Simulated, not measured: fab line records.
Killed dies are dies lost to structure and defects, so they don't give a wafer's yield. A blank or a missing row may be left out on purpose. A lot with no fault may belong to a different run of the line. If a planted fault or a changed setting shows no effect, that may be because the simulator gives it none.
Problem report in the 8D (eight disciplines) form, filled by code    flow sky130    the parts of the form that need people (team, actions taken, sign-off) are left out

1. WHAT WENT WRONG
cd-nm at SKY_VT_ADJUST_NCORE_CD_MEAS_07 reads a mean of 199.7 nm on 6 wafers of 2 lots; wafers without a fault read 379.5 nm with a standard deviation of 2.4. Measured from the usual mean, that is -75 standard deviations.
The step: target cd 380 nm.
The first sign was on wafer L200.1 at day 10 10:47, on cd-sem-01. The record holds 39 wafers of 13 lots with a number at this step. Rule for "out" (also "out of limits"): further than 4 standard deviations from the usual mean. The rest of the wafers with a number are treated as sound.

2. WHAT IT IS, WHAT IT ISN'T
question                     is                      is not
which readings at this step  cd-nm                   -
which lots                   L200, L202              L194, L196, L198, L208, L209, L210, L212, L213, L215, L216, L217
which wafers of those lots   all that have a number  -
read on which gauges         cd-sem-01               cd-sem-02
when                         from day 10 10:47       up to then (9 sound wafers); but 24 sound wafers of L208, L209, L210, L212, L213, L215, L216, L217 came after

3. SUSPECTS, AND WHAT RULES EACH OUT
Counting: a tool at any process step up to the reading remains a suspect when it ran all the lots that are out and ran no sound lot after the first of those.
- the gauge at SKY_VT_ADJUST_NCORE_CD_MEAS_07: kept. All the wafers that are out were read on cd-sem-01, and no step on other tools shows them out.
- plasma-asher-03 at SKY_VT_ADJUST_HVTP_STRIP_10 (strips in O2/N2): ruled out as a lasting fault. The sound lots L209, L210, L213, L215, L217 went through it after L200, its earliest lot that is out (day 7 18:53).
- litho-track-03 at SKY_VT_ADJUST_NCORE_DEVELOP_06 (develop time 60 s): ruled out as a lasting fault. The sound lots L217 went through it after L200, its earliest lot that is out (day 10 10:38).
Left after counting: cd-sem-01 at SKY_VT_ADJUST_NCORE_CD_MEAS_07.

4. THE CAUSE (what the simulator had put in)
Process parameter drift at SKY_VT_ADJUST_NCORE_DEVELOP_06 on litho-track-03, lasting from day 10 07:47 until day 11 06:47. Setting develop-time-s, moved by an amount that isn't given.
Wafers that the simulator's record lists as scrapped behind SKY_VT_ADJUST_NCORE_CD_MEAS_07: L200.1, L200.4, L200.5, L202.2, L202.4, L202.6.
The count ruled it out by mistake, since the rule takes a fault to strike every lot its tool runs from the start of the fault on, and this one did not do so.

5. SEQUENCE OF EFFECTS, ordered by route
Rows list readings where the struck wafers' mean (over those with a number) sits beyond 3 standard deviations from the usual. Only readings whose record carries a usual standard deviation are examined. hours: median over the lots of the time between each lot's start at the first step of this table that gives one and its start at this step. sigmas: the change, counted in usual standard deviations.
hours  step                            reading  usual     on struck wafers  change  sigmas
0      SKY_VT_ADJUST_NCORE_CD_MEAS_07  cd-nm    379.5 nm  199.7             -179.8  -75

6. HOW IT WOULD HAVE BEEN CAUGHT EARLIER
The first out-of-limits reading at a measuring or inspecting step in this record came at day 10 10:47, 3 hours after the fault's start at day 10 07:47.
